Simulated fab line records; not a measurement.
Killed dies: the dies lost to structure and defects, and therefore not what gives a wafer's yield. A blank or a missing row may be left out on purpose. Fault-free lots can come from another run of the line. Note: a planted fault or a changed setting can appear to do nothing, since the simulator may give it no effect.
Which tool is to blame? | flow sfq_line | 21 wafers from 7 lots sampled at 5 of the route's 325 steps

WHAT THE GAUGES SHOWED, per wafer
SFQ_I3_OVL_MEAS_923.
lot  | measured     | on         | I3_OVL (nm)
L270 | day 36 11:02 | overlay-01 | 1 5 5
L272 | day 36 22:58 | overlay-02 | 0 -8 -4
L274 | day 42 04:44 | overlay-02 | 5 9 13
L277 | day 42 13:07 | overlay-01 | 0 -5 -1
L279 | day 42 16:37 | overlay-02 | -8 -4 1
L281 | day 50 23:53 | overlay-01 | 5 -7 -5
L283 | day 51 14:25 | overlay-02 | 2 -4 4

TOOL THAT RAN EACH LOT (tool first, then ch and the chambers of the sampled wafers, then the start)
lot  | SFQ_TRILAYER_L0_CAP_PECVD_011  | SFQ_TRILAYER_L0_VIA_ETCH_VIA_ETCH_016 | SFQ_TRILAYER_M2_DEP_SPUTTER_055 | SFQ_TRILAYER_M3_ETCH_METAL_ETCH_078
L270 | pecvd-04 ch 0,1,2, day 2 06:54 | rie_diel-02 ch 0,1,2, day 5 01:36     | pvd_sputter-03, day 22 16:22    | rie_metal-01 ch 0,1, day 35 16:00
L272 | pecvd-04 ch 1,2, day 2 17:42   | rie_diel-03 ch 0,2,3, day 5 13:36     | pvd_sputter-05, day 23 08:34    | rie_metal-04 ch 0,1, day 36 01:38
L274 | pecvd-04 ch 0,1,2, day 3 03:19 | rie_diel-02 ch 0,1,2, day 6 02:48     | pvd_sputter-05, day 23 22:59    | rie_metal-02 ch 0,1, day 36 18:41
L277 | pecvd-03 ch 0,2, day 3 17:42   | rie_diel-04 ch 0,1,3, day 6 18:24     | pvd_sputter-03, day 25 06:10    | rie_metal-01 ch 0,1, day 37 01:51
L279 | pecvd-02 ch 0,1, day 4 03:18   | rie_diel-03 ch 0,1,3, day 7 08:19     | pvd_sputter-03, day 26 01:22    | rie_metal-01 ch 0, day 37 06:27
L281 | pecvd-02 ch 1,2, day 4 18:07   | rie_diel-02 ch 0,2, day 9 13:41       | pvd_sputter-04, day 28 10:06    | rie_metal-01 ch 0, day 45 03:31
L283 | pecvd-03 ch 0,1,2, day 5 03:43 | rie_diel-02 ch 0,1,3, day 10 02:54    | pvd_sputter-05, day 29 04:32    | rie_metal-01 ch 1, day 45 22:40
- SFQ_TRILAYER_L0_CAP_PECVD_011: deposits SiO2 from SiH4/N2O, time 13.333 s, target thk 60 nm.
- SFQ_TRILAYER_L0_VIA_ETCH_VIA_ETCH_016: etches SiO2 in CHF3, stops on MoNx KI, target depth 80 nm.
- SFQ_TRILAYER_M2_DEP_SPUTTER_055: material Nb, target thk 200 nm, time 133.3 s.
- SFQ_TRILAYER_M3_ETCH_METAL_ETCH_078: etches Nb in Cl2/Ar, stops on SiO2, target depth 240 nm, time 120 s.

THE ANSWER, worked out from the rows above alone
Rule: the lots themselves supply what counts as usual. The widest of any qualifying gaps counts: lots, ordered by their means at a reading, are off when they make up no more than a third of the lots, leave a main group of 4 or more, and stand apart from it by 3 or more times the standard deviation of that group's means. A main group is skipped when, at the precision printed for the reading in the tables above, its means are all equal. A lot without any number at a reading at which 4 lots or more have one is off too. The other lots that the step has rows for count as sound.
Across all readings shown, no lot is off: no conclusion can be drawn from this.

WHAT THE SIMULATOR HAD PUT IN
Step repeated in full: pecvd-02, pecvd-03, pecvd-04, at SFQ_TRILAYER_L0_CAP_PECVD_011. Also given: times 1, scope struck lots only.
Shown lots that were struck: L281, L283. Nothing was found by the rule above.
